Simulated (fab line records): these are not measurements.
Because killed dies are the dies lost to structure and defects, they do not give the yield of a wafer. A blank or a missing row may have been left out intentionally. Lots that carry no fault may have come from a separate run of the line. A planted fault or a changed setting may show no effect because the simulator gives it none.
Which tool was responsible? + flow sfq-line + 42 wafers sampled from 14 lots at 1 step of a route of 325

== WHAT THE GAUGES READ, wafer by wafer ==
SFQ_I0_OVL_MEAS_908.
| lot  | measured     | on         | I0_OVL (nm) |
|------|--------------|------------|-------------|
| L270 | day 9 21:08  | overlay-01 | 9 2 6       |
| L272 | day 10 09:12 | overlay-02 | 4 6 1       |
| L274 | day 10 23:34 | overlay-01 | 6 4 6       |
| L275 | day 11 04:20 | overlay-01 | 3 -6 1      |
| L276 | day 11 09:09 | overlay-02 | -7 -8 -10   |
| L278 | day 11 23:05 | overlay-01 | -2 -7 -10   |
| L279 | day 12 09:54 | overlay-01 | 6 7 0       |
| L285 | day 14 12:49 | overlay-02 | 0 -2 -3     |
| L286 | day 14 16:25 | overlay-02 | 1 5 5       |
| L288 | day 15 10:13 | overlay-02 | -9 -2 -2    |
| L289 | day 15 13:50 | overlay-02 | 0 2 6       |
| L291 | day 15 23:25 | overlay-02 | -6 -9 -3    |
| L292 | day 16 09:01 | overlay-02 | -5 1 4      |
| L293 | day 16 12:37 | overlay-02 | -7 2 -6     |

== TOOL THAT RAN EACH LOT (tool first, then ch and the chambers of the sampled wafers, then the start) ==
The record shows no process step preceding these readings.

== WHAT THE TOOLS THEMSELVES READ (means of the sampled wafers that have a number; where no wafer has one, the mark that the record gives instead) ==
The record holds no such reading with a usual standard deviation.

== THE ANSWER, worked out from the rows above alone ==
Rule: the usual values come from the lots themselves. The widest of any qualifying gaps counts: lots, ordered by their means at a reading, are off when they make up no more than a third of the lots, leave a main group of 4 or more, and stand apart from it by 3 or more times the standard deviation of that group's means. If all means in a main group match to the digits the tables above print for the reading, that group is not used. A lot without any number at a reading at which 4 lots or more have one is off too. All remaining lots with rows at the step are treated as sound. After the gauges, taken in route order, come the tools' own readings; for these a lot's mean is taken, as printed above. The first step at which some lot is off is used, and at that step the reading that is off furthest; a lot without a number counts as furthest.
No lot is off at any reading shown: from this, nothing can be told.

== WHAT THE SIMULATOR HAD PUT IN ==
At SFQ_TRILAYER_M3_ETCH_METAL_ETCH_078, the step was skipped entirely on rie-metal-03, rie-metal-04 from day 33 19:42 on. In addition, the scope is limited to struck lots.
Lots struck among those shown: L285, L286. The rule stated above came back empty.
